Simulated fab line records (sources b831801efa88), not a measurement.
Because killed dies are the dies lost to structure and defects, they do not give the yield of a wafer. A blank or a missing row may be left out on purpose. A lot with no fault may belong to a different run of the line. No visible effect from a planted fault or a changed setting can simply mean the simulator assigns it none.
Problem report, 8D (eight disciplines) form, completed by code -- flow sky130 -- the parts of the form that need people (team, actions taken, sign-off) are left out

## 1. THE ISSUE
Mean of cathode-dc-power-W at SKY_METAL3_SPUTTER_01: 6770.1 W across 6 wafers in 2 lots; on wafers with no fault it is 6500.0 W (standard deviation 1.1). That is +99 or more standard deviations from the usual mean.
The step: material TiN, target thk 20 nm, time 16.7 s.
Earliest sighting: wafer L673.1 on pvd-sputter-04 at day 41 12:05. At this step, 36 wafers from 12 lots have a number in the record. Rule for "out", or "out of limits": more than 4 standard deviations from the usual mean. The rest of the wafers with a number are treated as sound.

## 2. WHAT IT IS, AND WHAT IT ISN'T
question,is,is not
which readings at this step,cathode-dc-power-W,-
which lots,"L673, L674","L656, L657, L658, L659, L661, L663, L675, L677, L678, L679"
which wafers of those lots,all that have a number,-
read on which tools,pvd-sputter-04,"pvd-sputter-02, pvd-sputter-03"
when,from day 41 12:05,"up to then (18 sound wafers); but 12 sound wafers of L675, L677, L678, L679 came after"

## 3. SUSPECTS, AND WHAT RULES EACH OUT
Counting: any tool at a process step up to the reading is kept as a suspect provided that every lot that is out went through it and no sound lot did after the first of them.
- pvd-sputter-04 at SKY_METAL3_SPUTTER_01 (material TiN, target thk 20 nm, time 16.7 s): kept. Every lot that is out went through it, starting with L673 (day 41 12:05), and after that it ran no sound lot; the last sound lot it ran before then is L658 (day 36 20:58). Out on those wafers are its own readings of cathode-dc-power-W.
After counting, what remains is pvd-sputter-04 at SKY_METAL3_SPUTTER_01.

## 4. THE CAUSE (what the simulator had put in)
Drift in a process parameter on pvd-sputter-04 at SKY_METAL3_SPUTTER_01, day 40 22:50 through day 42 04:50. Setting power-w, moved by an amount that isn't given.
The count eliminated every tool but this one.

## 5. THE EFFECT CHAIN, in route order
Each row: a reading where the mean over the struck wafers with a number is more than 3 standard deviations away from the usual. Readings are gone through only where the record gives a usual standard deviation; hours: the median, over the lots, of the time from a lot's start at the first step in this table giving one to that lot's start at this step; sigmas: the change measured in usual standard deviations.
hours,step,reading,usual,on struck wafers,change,sigmas
0,SKY_METAL3_SPUTTER_01,cathode-dc-power-W,6500.0 W,6770.1,+270.1,+99 or more
The process steps in it:
- SKY_METAL3_SPUTTER_01: material TiN, target thk 20 nm, time 16.7 s.

## 6. WHAT WOULD HAVE CAUGHT IT SOONER
The fault began at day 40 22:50; the first out-of-limits reading in this record came at day 41 12:05, 13 hours later.
